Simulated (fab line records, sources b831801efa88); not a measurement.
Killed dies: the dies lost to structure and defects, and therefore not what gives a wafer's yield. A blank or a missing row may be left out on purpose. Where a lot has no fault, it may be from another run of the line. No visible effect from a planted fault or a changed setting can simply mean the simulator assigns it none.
Matching of chambers + flow gf180mcu + GF_POLY_GATE_ETCH_13 on rie_si-02: 4 sister chambers
The step etches poly-Si in HBr/Cl2, stops on SiO2, target depth 198.5 nm, time 69.6 s. 8 wafers are shown with their chamber, then 7 later ones without.

EACH WAFER AND ITS CHAMBER
| wafer  | chamber | drypump_motor_current_A (A) | oes_product_au (a.u.) |
|--------|---------|-----------------------------|-----------------------|
| L690.2 | 2       | 6.3                         | 0.968                 |
| L692.2 | 0       | 5.5                         | 0.995                 |
| L692.5 | 1       | 6.0                         | 0.975                 |
| L704.1 | 3       | 5.8                         | 1.006                 |
| L704.4 | 2       | 6.2                         | 0.960                 |
| L704.6 | 0       | 5.5                         | 0.997                 |
| L707.3 | 1       | 6.0                         | 0.980                 |
| L707.4 | 3       | 5.8                         | 0.995                 |

WAFERS WITH NO CHAMBER GIVEN
| wafer  | drypump_motor_current_A (A) | oes_product_au (a.u.) |
|--------|-----------------------------|-----------------------|
| L707.5 | 6.0                         | 0.983                 |
| L710.2 | 6.0                         | 0.993                 |
| L710.4 | 6.3                         | 0.964                 |
| L710.6 | 6.0                         | 0.985                 |
| L711.1 | 6.3                         | 0.964                 |
| L711.4 | 5.5                         | 0.990                 |
| L711.6 | 5.5                         | 0.995                 |

WHICH CHAMBER EACH ONE RAN IN
| wafer  | from the rows above | in truth |
|--------|---------------------|----------|
| L707.5 | 1                   | 1        |
| L710.2 | 1                   | 1        |
| L710.4 | 2                   | 2        |
| L710.6 | 1                   | 1        |
| L711.1 | 2                   | 2        |
| L711.4 | 0                   | 0        |
| L711.6 | 0                   | 0        |
Correct placement for 7 of the 7. From these rows, 0 cannot be placed. Placed wrongly: 0.
How it was worked out, from the rows above alone: a wafer's distance from a chamber is the root of the sum, over the readings, of the square of ((its reading less the chamber's mean) divided by the reading's scatter). If the next closest chamber is less than 2 further off than the closest, the wafer can't be placed; otherwise it belongs to the closest. For every chamber, the mean is computed from those of its wafers that are shown. The scatter: the root of (the sum of the squares of (reading less its chamber's mean) over the shown wafers, divided by (wafers less chambers)).
